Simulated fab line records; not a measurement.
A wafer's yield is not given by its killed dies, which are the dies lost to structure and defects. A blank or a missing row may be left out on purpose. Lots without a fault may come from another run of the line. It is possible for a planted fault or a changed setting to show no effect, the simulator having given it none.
fab line records | flow gf180mcu
record lots=7 | wafers=21 | last_day=34
route steps=602 shown V2@408 M3@409
lots that met no fault: taken from a fault-free run of the same line
start_h: hours from the record's first day to the start of the lot's first wafer shown | wait_h: hours since the lot's step before | " unchanged from the row above | L1.1+2: several wafers, shown together as one row | - no value, or no start given | * or withheld: withheld | < > ~ a bound
route shown NAME@n: a module of which the file shows steps, and the number in the route of the first | usual: mean/standard deviation taken from wafers without a fault | same: alike in all rows | chamber/n: place in a boat | sites: per-site readings | _std_site: their standard deviation | _edge_site: mean of outer sites minus mean of inner sites | radius_mm: for every site, how far away it sits from the centre of the wafer | mask NAME#n: copy n | behind: the tool/chamber that last shaped the wafer | hold: cause of the lot's hold/its duration in hours/its outcome | device: names the non-switching transistor (n, p or np) | end of line: tests run on the same wafers once the route is complete | where a step has no rows: the recipe by itself | killed: at the first sort, the dies lost to defects and structure; wafer yield is something else | map: per-die view of a wafer (x killed, . not killed, _ where there is no die)
set.NAME: the setting the step ran with; set.NAME@STEP: the setting that earlier step ran with | model.NAME: the simulator's own value behind a step, which no gauge read
lots at some steps of the route; a table a step, a row a wafer
services: the hour from which a tool's chamber was out of use, counted from the record's first day as start_h (under 0 if before that day), plus the number of hours and why
## steps
# step GF_V2_CMP_26
# recipe stop_on=SiO2 | down_force_psi=3.5 | platen_rpm=60 | t_overpolish_s=15 | target_thk_nm=0 | pad_velocity_m_s=0.94248
# step GF_M3_SPUTTER_00
# recipe material=Ti | target_thk_nm=37.5 | arriving_ion_energy_ev=80 | substrate_temp_c=200 | chamber_pressure_pa=2 | power_w=4000 | time_s=150
# usual throttle_valve_pct=29.9/0.83
lot.wafer | tool           | chamber | start_h | wait_h | throttle_valve_pct
L209.1    | pvd_sputter-04 | -       | 474.18  | 0.1    | 29.9
L209.4    | "              | -       | "       | "      | 30.8
L209.5    | "              | -       | "       | "      | 29.5
L211.2    | pvd_sputter-01 | -       | 497.00  | 0.2    | 29.1
L211.3    | "              | -       | "       | "      | 31.0
L211.4    | "              | -       | "       | "      | 30.7
L213.2    | pvd_sputter-04 | -       | 513.27  | 0.2    | 29.8
L213.4    | "              | -       | "       | "      | 30.7
L213.6    | "              | -       | "       | "      | 29.9
L226.2    | pvd_sputter-02 | -       | 630.42  | 0.1    | 30.9
L226.5    | "              | -       | "       | "      | 31.0
L226.6    | "              | -       | "       | "      | 28.8
L228.2    | pvd_sputter-02 | -       | 637.18  | 0.2    | 29.8
L228.3    | "              | -       | "       | "      | 28.8
L228.5    | "              | -       | "       | "      | 30.2
L229.1    | pvd_sputter-04 | -       | 642.30  | 0.1    | 29.7
L229.3    | "              | -       | "       | "      | 29.5
L229.5    | "              | -       | "       | "      | 29.1
L230.1    | pvd_sputter-02 | -       | 647.72  | 0.2    | 29.0
L230.2    | "              | -       | "       | "      | 29.9
L230.4    | "              | -       | "       | "      | 31.0
# step GF_M3_SPUTTER_01
# recipe material=TiN | target_thk_nm=30 | power_w=6500 | time_s=25 | chamber_pressure_pa=0.4
# usual throttle_valve_pct=29.9/0.85
lot.wafer | tool           | chamber | start_h | wait_h | throttle_valve_pct
L209.1    | pvd_sputter-04 | -       | 474.28  | 0.1    | 30.0
L209.4    | "              | -       | "       | "      | 31.0
L209.5    | "              | -       | "       | "      | 29.2
L211.2    | pvd_sputter-01 | -       | 497.10  | 0.1    | 28.9
L211.3    | "              | -       | "       | "      | 30.7
L211.4    | "              | -       | "       | "      | 30.7
L213.2    | pvd_sputter-04 | -       | 513.37  | 0.1    | 29.8
L213.4    | "              | -       | "       | "      | 30.7
L213.6    | "              | -       | "       | "      | 29.8
L226.2    | pvd_sputter-02 | -       | 630.52  | 0.1    | 30.9
L226.5    | "              | -       | "       | "      | 31.1
L226.6    | "              | -       | "       | "      | 28.5
L228.2    | pvd_sputter-02 | -       | 637.28  | 0.1    | 29.8
L228.3    | "              | -       | "       | "      | 28.6
L228.5    | "              | -       | "       | "      | 29.9
L229.1    | pvd_sputter-04 | -       | 642.40  | 0.1    | 29.6
L229.3    | "              | -       | "       | "      | 29.8
L229.5    | "              | -       | "       | "      | 29.3
L230.1    | pvd_sputter-02 | -       | 647.82  | 0.1    | 28.7
L230.2    | "              | -       | "       | "      | 30.1
L230.4    | "              | -       | "       | "      | 31.0
# step GF_M3_SPUTTER_02
# recipe material=AlCu | target_thk_nm=450 | power_w=10600 | time_s=23.9 | chamber_pressure_pa=0.4
# usual throttle_valve_pct=29.9/0.86
lot.wafer | tool           | chamber | start_h | wait_h | throttle_valve_pct
L209.1    | pvd_sputter-04 | -       | 474.31  | 0.0    | 29.8
L209.4    | "              | -       | "       | "      | 30.9
L209.5    | "              | -       | "       | "      | 29.2
L211.2    | pvd_sputter-01 | -       | 497.13  | 0.0    | 28.8
L211.3    | "              | -       | "       | "      | 30.5
L211.4    | "              | -       | "       | "      | 30.9
L213.2    | pvd_sputter-04 | -       | 513.40  | 0.0    | 29.6
L213.4    | "              | -       | "       | "      | 30.7
L213.6    | "              | -       | "       | "      | 29.6
L226.2    | pvd_sputter-02 | -       | 630.55  | 0.0    | 31.3
L226.5    | "              | -       | "       | "      | 31.0
L226.6    | "              | -       | "       | "      | 28.8
L228.2    | pvd_sputter-02 | -       | 637.31  | 0.0    | 30.1
L228.3    | "              | -       | "       | "      | 28.4
L228.5    | "              | -       | "       | "      | 30.2
L229.1    | pvd_sputter-04 | -       | 642.43  | 0.0    | 29.9
L229.3    | "              | -       | "       | "      | 29.8
L229.5    | "              | -       | "       | "      | 29.1
L230.1    | pvd_sputter-02 | -       | 647.85  | 0.0    | 28.7
L230.2    | "              | -       | "       | "      | 30.3
L230.4    | "              | -       | "       | "      | 30.8
# step GF_M3_SPUTTER_03
# recipe material=Ti | target_thk_nm=10 | substrate_temp_c=300 | chamber_pressure_pa=0.2871 | power_w=3000 | time_s=6.7
# usual throttle_valve_pct=29.9/0.85
lot.wafer | tool           | chamber | start_h | wait_h | throttle_valve_pct
L209.1    | pvd_sputter-04 | -       | 474.34  | 0.0    | 29.8
L209.4    | "              | -       | "       | "      | 30.9
L209.5    | "              | -       | "       | "      | 29.4
L211.2    | pvd_sputter-01 | -       | 497.16  | 0.0    | 28.7
L211.3    | "              | -       | "       | "      | 30.7
L211.4    | "              | -       | "       | "      | 30.8
L213.2    | pvd_sputter-04 | -       | 513.43  | 0.0    | 29.6
L213.4    | "              | -       | "       | "      | 30.9
L213.6    | "              | -       | "       | "      | 29.7
L226.2    | pvd_sputter-02 | -       | 630.58  | 0.0    | 31.3
L226.5    | "              | -       | "       | "      | 30.9
L226.6    | "              | -       | "       | "      | 28.5
L228.2    | pvd_sputter-02 | -       | 637.34  | 0.0    | 30.1
L228.3    | "              | -       | "       | "      | 28.8
L228.5    | "              | -       | "       | "      | 30.1
L229.1    | pvd_sputter-04 | -       | 642.46  | 0.0    | 30.0
L229.3    | "              | -       | "       | "      | 29.7
L229.5    | "              | -       | "       | "      | 29.2
L230.1    | pvd_sputter-02 | -       | 647.88  | 0.0    | 28.6
L230.2    | "              | -       | "       | "      | 30.0
L230.4    | "              | -       | "       | "      | 31.0
# step GF_M3_SPUTTER_04
# recipe material=TiN | target_thk_nm=50 | power_w=6500 | time_s=41.7 | chamber_pressure_pa=0.4
# usual throttle_valve_pct=29.9/0.85
lot.wafer | tool           | chamber | start_h | wait_h | throttle_valve_pct
L209.1    | pvd_sputter-04 | -       | 474.36  | 0.0    | 29.4
L209.4    | "              | -       | "       | "      | 30.7
L209.5    | "              | -       | "       | "      | 29.3
L211.2    | pvd_sputter-01 | -       | 497.18  | 0.0    | 28.9
L211.3    | "              | -       | "       | "      | 30.9
L211.4    | "              | -       | "       | "      | 30.6
L213.2    | pvd_sputter-04 | -       | 513.45  | 0.0    | 29.9
L213.4    | "              | -       | "       | "      | 30.4
L213.6    | "              | -       | "       | "      | 29.7
L226.2    | pvd_sputter-02 | -       | 630.60  | 0.0    | 31.1
L226.5    | "              | -       | "       | "      | 31.0
L226.6    | "              | -       | "       | "      | 28.6
L228.2    | pvd_sputter-02 | -       | 637.36  | 0.0    | 30.1
L228.3    | "              | -       | "       | "      | 28.5
L228.5    | "              | -       | "       | "      | 29.9
L229.1    | pvd_sputter-04 | -       | 642.48  | 0.0    | 30.0
L229.3    | "              | -       | "       | "      | 29.8
L229.5    | "              | -       | "       | "      | 29.1
L230.1    | pvd_sputter-02 | -       | 647.90  | 0.0    | 28.6
L230.2    | "              | -       | "       | "      | 30.3
L230.4    | "              | -       | "       | "      | 30.9
# step GF_M3_RS_MEAS_05
# recipe thk_meas_gauge=four-point-probe | reads=TiN_of_M3_SPUTTER_04+Ti_of_M3_SPUTTER_03+AlCu_of_M3_SPUTTER_02+TiN_of_M3_SPUTTER_01+Ti_of_M3_SPUTTER_00
# usual M3_ALCU_RS=0.0695/0.00071
lot.wafer | tool          | chamber | start_h | wait_h | M3_ALCU_RS[ohm/sq]
L209.1    | film_metro-04 | -       | 474.52  | 0.1    | 0.0686
L209.4    | "             | -       | "       | "      | 0.0682
L209.5    | "             | -       | "       | "      | 0.0688
L211.2    | film_metro-04 | -       | 497.24  | 0.0    | 0.0698
L211.3    | "             | -       | "       | "      | 0.0696
L211.4    | "             | -       | "       | "      | 0.0697
L213.2    | film_metro-01 | -       | 513.51  | 0.0    | 0.0686
L213.4    | "             | -       | "       | "      | 0.0684
L213.6    | "             | -       | "       | "      | 0.0684
L226.2    | film_metro-01 | -       | 630.66  | 0.0    | 0.0692
L226.5    | "             | -       | "       | "      | 0.0692
L226.6    | "             | -       | "       | "      | 0.0694
L228.2    | film_metro-01 | -       | 637.42  | 0.0    | 0.0694
L228.3    | "             | -       | "       | "      | 0.0698
L228.5    | "             | -       | "       | "      | 0.0692
L229.1    | film_metro-01 | -       | 642.52  | 0.0    | 0.0695
L229.3    | "             | -       | "       | "      | 0.0693
L229.5    | "             | -       | "       | "      | 0.0697
L230.1    | film_metro-04 | -       | 647.94  | 0.0    | 0.0700
L230.2    | "             | -       | "       | "      | 0.0690
L230.4    | "             | -       | "       | "      | 0.0693
# step GF_M3_THK_MEAS_06
# recipe thk_meas_gauge=xrf | reads=AlCu_of_M3_SPUTTER_02
# usual M3_ALCU_THK=445/6
lot.wafer | tool          | chamber | start_h | wait_h | M3_ALCU_THK[nm]
L209.1    | film_metro-04 | -       | 474.64  | 0.1    | 455
L209.4    | "             | -       | "       | "      | 459
L209.5    | "             | -       | "       | "      | 453
L211.2    | film_metro-04 | -       | 497.35  | 0.1    | 452
L211.3    | "             | -       | "       | "      | 447
L211.4    | "             | -       | "       | "      | 448
L213.2    | film_metro-01 | -       | 513.62  | 0.1    | 449
L213.4    | "             | -       | "       | "      | 448
L213.6    | "             | -       | "       | "      | 447
L226.2    | film_metro-01 | -       | 630.77  | 0.1    | 443
L226.5    | "             | -       | "       | "      | 443
L226.6    | "             | -       | "       | "      | 439
L228.2    | film_metro-01 | -       | 637.53  | 0.1    | 440
L228.3    | "             | -       | "       | "      | 437
L228.5    | "             | -       | "       | "      | 440
L229.1    | film_metro-01 | -       | 642.64  | 0.1    | 441
L229.3    | "             | -       | "       | "      | 441
L229.5    | "             | -       | "       | "      | 441
L230.1    | film_metro-04 | -       | 648.06  | 0.1    | 447
L230.2    | "             | -       | "       | "      | 454
L230.4    | "             | -       | "       | "      | 451
# step GF_M3_DEHYDRATE_07
# recipe temp_c=200 | time_s=60
# step GF_M3_HMDS_08
# recipe prime_time_s=60 | prime_temp_c=120
# step GF_M3_COAT_09
# recipe resist=KrF | spin_rpm=withheld | resist_thk_nm=1000
# step GF_M3_SOFTBAKE_10
# recipe temp_c=130 | time_s=60 | resist=KrF
# step GF_M3_EXPOSE_11
# recipe mask_id=Metal3 | target_cd_nm=280 | na=0.68 | source_shape=conventional | sigma_outer=0.6 | dose_mj=28
# usual exposure_dose_mJ_cm2=27.996/0.028 | focus_offset_nm=0.0/0.54 | sigma_outer=0.6/0
lot.wafer | tool           | chamber | start_h | wait_h | mask     | exposure_dose_mJ_cm2 | focus_offset_nm | sigma_outer
L209.1    | krf_scanner-01 | 0       | 486.38  | -      | Metal3#0 | 27.950               | 0.1             | 0.6
L209.4    | "              | 0       | "       | "      | Metal3#0 | 27.962               | 0.0             | 0.6
L209.5    | "              | 0       | "       | "      | Metal3#0 | 27.988               | 0.7             | 0.6
L211.2    | krf_scanner-01 | 0       | 509.54  | -      | Metal3#0 | 28.011               | 0.1             | 0.6
L211.3    | "              | 0       | "       | "      | Metal3#0 | 28.002               | 0.4             | 0.6
L211.4    | "              | 0       | "       | "      | Metal3#0 | 27.996               | 0.3             | 0.6
L213.2    | krf_scanner-02 | 0       | 525.51  | -      | Metal3#0 | 27.958               | -0.4            | 0.6
L213.4    | "              | 0       | "       | "      | Metal3#0 | 27.971               | 0.5             | 0.6
L213.6    | "              | 0       | "       | "      | Metal3#0 | 27.997               | -1.0            | 0.6
L226.2    | krf_scanner-02 | -       | 640.43  | -      | Metal3#0 | -                    | -               | -
L226.5    | "              | -       | "       | "      | Metal3#0 | -                    | -               | -
L226.6    | "              | -       | "       | "      | Metal3#0 | -                    | -               | -
L228.2    | krf_scanner-02 | -       | 647.78  | -      | Metal3#0 | -                    | -               | -
L228.3    | "              | -       | "       | "      | Metal3#0 | -                    | -               | -
L228.5    | "              | -       | "       | "      | Metal3#0 | -                    | -               | -
L229.1    | krf_scanner-01 | -       | 652.69  | -      | Metal3#0 | -                    | -               | -
L229.3    | "              | -       | "       | "      | Metal3#0 | -                    | -               | -
L229.5    | "              | -       | "       | "      | Metal3#0 | -                    | -               | -
L230.1    | krf_scanner-01 | 0       | 657.72  | -      | Metal3#0 | 28.044               | 1.0             | 0.6
L230.2    | "              | 0       | "       | "      | Metal3#0 | 28.012               | -0.2            | 0.6
L230.4    | "              | 0       | "       | "      | Metal3#0 | 28.023               | 0.2             | 0.6
# step GF_M3_PEB_12
# recipe peb_temp_c=135 | peb_time_s=90 | resist=KrF
## services
tool           | chamber | start_h | hours | kind
pvd_sputter-01 | -       | 459.79  | 1.9   | repair
krf_scanner-01 | -       | 474.34  | 0.8   | pm
pvd_sputter-02 | -       | 478.38  | 1.3   | repair
pvd_sputter-04 | -       | 513.59  | 2.8   | repair
krf_scanner-01 | -       | 514.74  | 1.3   | pm
pvd_sputter-01 | -       | 520.69  | 1.6   | repair
pvd_sputter-04 | -       | 541.92  | 0.6   | repair
krf_scanner-02 | -       | 543.59  | 1.3   | pm
pvd_sputter-02 | -       | 560.54  | 0.5   | repair
krf_scanner-02 | -       | 570.52  | 0.8   | pm
krf_scanner-01 | -       | 576.04  | 0.3   | repair
krf_scanner-01 | -       | 577.93  | 1.0   | pm
krf_scanner-02 | -       | 610.48  | 1.0   | pm
krf_scanner-02 | -       | 624.84  | 5.3   | repair
krf_scanner-01 | -       | 633.14  | 1.0   | repair
krf_scanner-01 | -       | 643.14  | 0.8   | pm
pvd_sputter-01 | -       | 648.02  | 6.2   | repair
## key
first_sign step=GF_M3_EXPOSE_11 | reading=tool_record | direction=missing
effect none on later readings
met_at GF_M3_EXPOSE_11
struck_wafers L226.2,L226.5,L226.6,L228.2,L228.3,L228.5,L229.1,L229.3,L229.5
later_rows_left_out L226.2,L226.5,L226.6,L228.2,L228.3,L228.5,L229.1,L229.3,L229.5
sort_left_out L226.2,L226.5,L226.6,L228.2,L228.3,L228.5,L229.1,L229.3,L229.5
onset_between 525.51 640.43
fault kind=skipped_step_whole | tool=krf_scanner-01,krf_scanner-02 | chamber=- | onset_h=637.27 | steps=GF_M3_EXPOSE_11 | scope=struck_lots_only
# sort_left_out: the simulated sort isn't trusted on such a fault, so these wafers' sort isn't shown, and their yield isn't known
# later_rows_left_out: the simulator's readings of these wafers behind a module that went badly wrong aren't trusted and aren't shown, but for the sort
